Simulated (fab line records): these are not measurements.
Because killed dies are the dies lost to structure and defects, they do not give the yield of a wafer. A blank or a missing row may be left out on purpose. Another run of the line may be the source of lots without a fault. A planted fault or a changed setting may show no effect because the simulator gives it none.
Which of the tools did it?	flow gf180mcu	6 lots with 18 wafers sampled at 4 steps, on a route of 602 steps

## WHAT THE GAUGES SHOWED, per wafer
GF_DUAL_GATE_THK_MEAS_03.
lot	measured	on	DUAL_GATE_OXIDATION_00_THK (nm)
L168	day 9 10:58	film-metro-01	9.51 9.56 9.55
L172	day 10 12:34	film-metro-03	9.34 9.24 9.10
L177	day 11 19:51	film-metro-01	10.61 10.80 10.71
L181	day 12 23:23	film-metro-04	10.79 10.83 10.86
L183	day 13 18:11	film-metro-03	10.94 11.10 10.86
L185	day 14 05:22	film-metro-03	11.06 11.12 10.92

## EACH LOT AND THE TOOL THAT RAN IT (in order: tool; ch and the chambers of the sampled wafers; start)
lot	GF_MVPSD_STRIP_10	GF_VT_IMPLANT_STRIP_31	GF_DUAL_GATE_OXIDATION_02
L168	plasma-asher-02 ch 0,1, day 6 15:08	plasma-asher-01 ch 0,1, day 8 15:52	furnace-01 ch 0, day 9 09:31
L172	plasma-asher-03 ch 0,1, day 7 14:50	plasma-asher-02 ch 0,1, day 9 16:25	furnace-01 ch 0, day 10 11:07
L177	plasma-asher-02 ch 0,1, day 8 19:05	plasma-asher-01 ch 0,1, day 10 23:04	furnace-02 ch 0, day 11 18:24
L181	plasma-asher-03 ch 0,1, day 9 19:22	plasma-asher-01 ch 0,1, day 12 01:48	furnace-02 ch 0, day 12 21:55
L183	plasma-asher-02 ch 0,1, day 10 08:29	plasma-asher-01 ch 0,1, day 12 16:52	furnace-01 ch 0, day 13 16:44
L185	plasma-asher-03 ch 0,1, day 10 18:53	plasma-asher-02 ch 0,1, day 13 04:07	furnace-01 ch 0, day 14 03:56
- GF_MVPSD_STRIP_10: strips in O2/N2.
- GF_VT_IMPLANT_STRIP_31: strips in O2/N2.
- GF_DUAL_GATE_OXIDATION_02: stabilise 600 s, purge 300 s, target thk 10.887 nm.

## THE ANSWER, worked out from the rows above alone
Rule: the lots themselves supply what counts as usual. Put in order of their means at a reading, lots are off if they are a third of the lots or fewer, leave a main group of 4 or more, and stand apart from it by a gap of 3 or more times the standard deviation of the main group's means; of several such gaps the widest counts. The tables above print the reading to a certain number of digits; a main group whose means all agree to those digits is not used. A lot without any number at a reading at which 4 lots or more have one is off too. All remaining lots with rows at the step are treated as sound.
Off: L168, L172, seen at GF_DUAL_GATE_THK_MEAS_03 (DUAL_GATE_OXIDATION_00_THK). The main group: mean 10.88 nm, standard deviation 0.13.
If a tool, at a process step before that reading, ran all the lots that are off and no sound lot after the first of them, it fits. Gauges at GF_DUAL_GATE_THK_MEAS_03: tried the same way as those tools. None of those tried fits.

## WHAT THE SIMULATOR HAD INSERTED
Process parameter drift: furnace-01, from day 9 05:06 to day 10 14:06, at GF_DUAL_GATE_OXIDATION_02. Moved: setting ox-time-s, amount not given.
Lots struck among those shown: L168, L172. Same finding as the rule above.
